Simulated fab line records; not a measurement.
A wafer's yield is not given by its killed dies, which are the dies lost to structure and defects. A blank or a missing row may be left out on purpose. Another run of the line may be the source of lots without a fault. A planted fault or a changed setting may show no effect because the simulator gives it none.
Which tool did it? + flow gf180mcu + 13 lots with 39 wafers sampled at 5 steps, on a route of 602 steps

== WHAT THE GAUGES SHOWED, per wafer ==
GF_V3_BOW_MEAS_05. Usual: V3_BOW gives 115 um (standard deviation 9.1).
| lot  | measured     | on            | V3_BOW (um) | flag |
|------|--------------|---------------|-------------|------|
| L936 | day 21 13:03 | film_metro-02 | 110 106 108 |      |
| L937 | day 22 00:56 | film_metro-02 | 116 109 111 |      |
| L938 | day 22 04:47 | film_metro-01 | 130 118 119 |      |
| L939 | day 22 16:14 | film_metro-01 | 107 105 115 |      |
| L940 | day 22 20:23 | film_metro-02 | 109 105 112 |      |
| L941 | day 23 09:27 | film_metro-02 | 111 115 115 |      |
| L942 | day 23 16:43 | film_metro-03 | 111 115 119 |      |
| L945 | day 24 19:11 | film_metro-03 | 126 110 121 |      |
| L946 | day 25 01:36 | film_metro-03 | 128 113 114 |      |
| L948 | day 25 18:43 | film_metro-02 | 117 104 115 |      |
| L954 | day 27 15:08 | film_metro-02 | 112 122 129 |      |
| L958 | day 28 14:33 | film_metro-02 | 106 112 115 |      |
| L959 | day 28 22:23 | film_metro-01 | 116 94 102  |      |

GF_V4_THK_MEAS_01. Usual: V4_CVD_00_THK gives 604 nm (standard deviation 6.9).
| lot  | measured     | on            | V4_CVD_00_THK (nm) | flag |
|------|--------------|---------------|--------------------|------|
| L936 | day 23 12:16 | film_metro-01 | 603 602 595        |      |
| L937 | day 24 01:46 | film_metro-04 | 614 616 607        |      |
| L938 | day 24 04:06 | film_metro-04 | 600 606 601        |      |
| L939 | day 24 15:57 | film_metro-04 | 600 614 605        |      |
| L940 | day 24 19:43 | film_metro-01 | 593 600 617        |      |
| L941 | day 25 07:31 | film_metro-03 | 594 600 590        |      |
| L942 | day 25 15:20 | film_metro-04 | 606 595 599        |      |
| L945 | day 26 16:19 | film_metro-04 | 618 594 604        |      |
| L946 | day 26 22:09 | film_metro-03 | 907 913 902        | OFF  |
| L948 | day 27 14:20 | film_metro-03 | 899 898 911        | OFF  |
| L954 | day 29 08:41 | film_metro-03 | 605 609 604        |      |
| L958 | day 30 08:16 | film_metro-04 | 613 611 606        |      |
| L959 | day 30 15:16 | film_metro-04 | 608 603 610        |      |

GF_V4_OVL_MEAS_15. Usual: V4_OVL gives 1 nm (standard deviation 5.1).
| lot  | measured     | on         | V4_OVL (nm) | flag |
|------|--------------|------------|-------------|------|
| L936 | day 24 11:29 | overlay-02 | 0 3 -4      |      |
| L937 | day 25 00:38 | overlay-01 | 1 0 -2      |      |
| L938 | day 25 02:41 | overlay-02 | 2 0 -2      |      |
| L939 | day 25 14:14 | overlay-01 | 1 0 4       |      |
| L940 | day 25 17:55 | overlay-01 | 6 11 11     |      |
| L941 | day 26 05:22 | overlay-01 | -1 -1 0     |      |
| L942 | day 26 12:50 | overlay-01 | 7 -1 2      |      |
| L945 | day 27 12:56 | overlay-01 | 12 7 5      |      |
| L946 | day 27 18:54 | overlay-02 | 0 -8 -1     |      |
| L948 | day 28 10:59 | overlay-01 | -4 2 0      |      |
| L954 | day 30 04:06 | overlay-02 | -5 -4 -7    |      |
| L958 | day 31 02:52 | overlay-01 | 0 3 -2      |      |
| L959 | day 31 09:40 | overlay-01 | -8 -4 -8    |      |

== WHICH TOOL RAN EACH LOT (tool, then ch and the chambers of the sampled wafers, then the start) ==
| lot  | GF_M4_SPUTTER_03             | GF_V4_CVD_00                     |
|------|------------------------------|----------------------------------|
| L936 | pvd_sputter-04, day 22 13:46 | hdpcvd-02 ch 0,2, day 23 12:12   |
| L937 | pvd_sputter-04, day 23 01:48 | hdpcvd-02 ch 0,1, day 24 01:41   |
| L938 | pvd_sputter-01, day 23 05:17 | hdpcvd-01 ch 0,1, day 24 04:01   |
| L939 | pvd_sputter-02, day 23 16:48 | hdpcvd-01 ch 0,1,2, day 24 15:53 |
| L940 | pvd_sputter-04, day 23 20:55 | hdpcvd-02 ch 1,2, day 24 19:37   |
| L941 | pvd_sputter-02, day 24 09:11 | hdpcvd-02 ch 0,2, day 25 07:26   |
| L942 | pvd_sputter-02, day 24 16:37 | hdpcvd-02 ch 0,1,2, day 25 15:16 |
| L945 | pvd_sputter-02, day 25 18:20 | hdpcvd-01 ch 0,1,2, day 26 16:13 |
| L946 | pvd_sputter-02, day 26 01:08 | hdpcvd-02 ch 1,2, day 26 22:04   |
| L948 | pvd_sputter-04, day 26 17:33 | hdpcvd-02 ch 0,1, day 27 14:16   |
| L954 | pvd_sputter-04, day 28 12:42 | hdpcvd-01 ch 0,1,2, day 29 08:37 |
| L958 | pvd_sputter-01, day 29 12:05 | hdpcvd-01 ch 1,2, day 30 08:12   |
| L959 | pvd_sputter-02, day 29 19:56 | hdpcvd-01 ch 0,1,2, day 30 15:13 |
- GF_M4_SPUTTER_03: material Ti, target thk 10 nm, time 6.7 s.
- GF_V4_CVD_00: deposits SiO2, target thk 600 nm, time 100 s.

== AS READ BY THE TOOLS THEMSELVES (means over the sampled wafers that have a number; for cases with no such wafer, the mark the record gives instead) ==
GF_M4_SPUTTER_03. Usual: throttle_valve_pct 29.3 %, standard deviation 1.3.
| lot  | tool           | throttle_valve_pct (%) | flag |
|------|----------------|------------------------|------|
| L936 | pvd_sputter-04 | 28.5                   |      |
| L937 | pvd_sputter-04 | 29.1                   |      |
| L938 | pvd_sputter-01 | 29.8                   |      |
| L939 | pvd_sputter-02 | 28.1                   |      |
| L940 | pvd_sputter-04 | 29.1                   |      |
| L941 | pvd_sputter-02 | 28.7                   |      |
| L942 | pvd_sputter-02 | 27.7                   |      |
| L945 | pvd_sputter-02 | 28.4                   |      |
| L946 | pvd_sputter-02 | 28.4                   |      |
| L948 | pvd_sputter-04 | 30.3                   |      |
| L954 | pvd_sputter-04 | 29.9                   |      |
| L958 | pvd_sputter-01 | 30.4                   |      |
| L959 | pvd_sputter-02 | 28.9                   |      |

GF_V4_CVD_00. Usual: sih4_flow_sccm 59.98 sccm, standard deviation 0.18.
| lot  | tool      | sih4_flow_sccm (sccm) | flag |
|------|-----------|-----------------------|------|
| L936 | hdpcvd-02 | 59.78                 |      |
| L937 | hdpcvd-02 | 59.91                 |      |
| L938 | hdpcvd-01 | 59.83                 |      |
| L939 | hdpcvd-01 | 60.03                 |      |
| L940 | hdpcvd-02 | 60.11                 |      |
| L941 | hdpcvd-02 | 60.11                 |      |
| L942 | hdpcvd-02 | 60.14                 |      |
| L945 | hdpcvd-01 | 60.09                 |      |
| L946 | hdpcvd-02 | 90.05                 | OFF  |
| L948 | hdpcvd-02 | 90.02                 | OFF  |
| L954 | hdpcvd-01 | 59.91                 |      |
| L958 | hdpcvd-01 | 60.11                 |      |
| L959 | hdpcvd-01 | 60.01                 |      |

== THE ANSWER, worked out from the rows above alone ==
Rule: lot off if the mean of its wafers having a number is beyond 3 standard deviations from the usual mean. Also off: a lot with no number at a reading for which 4 or more lots have one. Where the step has rows for the other lots, those lots are counted as sound. After the gauges, taken in route order, come the tools' own readings; for these a lot's mean is taken, as printed above. At the first step where some lot is off, the reading lying furthest off is the one used; lots without a number count as furthest.
Off: L946, L948, seen at GF_V4_THK_MEAS_01 (V4_CVD_00_THK).
A tool fits if, at a process step before that reading, it ran every lot that is off, and no sound lot after the first of them. The gauges at GF_V4_THK_MEAS_01 aren't tried: what is off there is off at GF_V4_CVD_00 too, on other tools, and a gauge's error can't cause that. One fits: hdpcvd-02 at GF_V4_CVD_00. Its last sound lot is L942 (day 25 15:16), its first lot that is off L946 (day 26 22:04): a fault that began between those two fits.
On the lots that are off, the tool's own readings at GF_V4_CVD_00 differ by more than 5 times the standard deviation of the sound lots' means, which bears it out; sih4_flow_sccm reads 90.03 sccm there versus 60.00 sccm on the sound lots.

== WHAT WAS PUT IN BY THE SIMULATOR ==
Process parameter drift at GF_V4_CVD_00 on hdpcvd-02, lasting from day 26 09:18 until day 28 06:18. The setting sih4_flow_sccm was moved by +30, starting from 60. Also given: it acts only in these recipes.
Lots struck among those shown: L946, L948. The rule above reached the same finding.
